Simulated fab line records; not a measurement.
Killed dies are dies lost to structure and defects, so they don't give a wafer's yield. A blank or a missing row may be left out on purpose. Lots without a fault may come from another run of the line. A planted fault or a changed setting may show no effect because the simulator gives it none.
One fault through the eyes of 2 desks :: flow gf180mcu :: what lay behind the numbers comes last; until then each desk has only its own

THE METROLOGY DESK
Means of the sampled wafers that have a number, per lot and without regard to the tool the lot ran on: this is what the gauges read. If a lot's mean is further than 4 standard deviations from the usual mean, the lot is out of limits and carries the mark OUT (the distance appears in the brackets).
Columns: A = V5_BOW at GF_V5_BOW_MEAS_05, usual 133 um; B = TOP_METAL_ALCU_RS at GF_TOP_METAL_RS_MEAS_05, usual 0.0329 ohm/sq
lot: L432
first seen here: day 26 17:35
A: 128
B: 0.0328

lot: L434
first seen here: day 27 05:25
A: 121
B: 0.0324

lot: L435
first seen here: day 27 13:04
A: 123
B: 0.0325

lot: L436
first seen here: day 28 06:32
A: 131
B: 0.0337

lot: L437
first seen here: day 28 08:08
A: 133
B: 0.0322

lot: L438
first seen here: day 28 13:37
A: 113
B: 0.0329

lot: L439
first seen here: day 28 17:01
A: 132
B: 0.0327

lot: L441
first seen here: day 29 11:54
A: 130
B: 0.0330

lot: L442
first seen here: day 29 17:20
A: 137
B: 0.0335

lot: L450
first seen here: day 32 06:44
A: 129
B: 0.0327

lot: L451
first seen here: day 32 09:07
A: 136
B: 0.0333

lot: L453
first seen here: day 32 17:23
A: 139
B: 0.0328

lot: L454
first seen here: day 32 22:20
A: 135
B: 0.0328
This desk's verdict: no lot among the 13 shows anything out of limits.

TOOL OWNER'S DESK, pvd-sputter-01
At GF_M1_SPUTTER_04 (material TiN, target thk 50 nm, time 41.7 s) the tool's own readings: per lot run on this tool, the mean of the sampled wafers that have a number. If a lot's mean is further than 4 standard deviations from the usual mean, the lot is out of limits and carries the mark OUT (the distance appears in the brackets).
Columns: A = throttle-valve-pct at GF_M1_SPUTTER_04, usual 30.8 %
lot: L434
first seen here: day 17 04:42
A: 31.0

lot: L435
first seen here: day 17 10:29
A: 30.6

lot: L437
first seen here: day 18 06:05
A: 30.6

lot: L438
first seen here: day 18 15:58
A: 30.3

lot: L439
first seen here: day 18 21:19
A: 31.2

lot: L442
first seen here: day 20 03:44
A: 30.3

lot: L450
first seen here: day 23 12:16
A: 31.4
This desk's verdict: no lot among the 7 shows anything out of limits.

PUT TOGETHER
At the metrology desk, nothing out of limits was observed.
The tool owner's desk saw nothing out of limits.

WHAT WAS PUT IN BY THE SIMULATOR
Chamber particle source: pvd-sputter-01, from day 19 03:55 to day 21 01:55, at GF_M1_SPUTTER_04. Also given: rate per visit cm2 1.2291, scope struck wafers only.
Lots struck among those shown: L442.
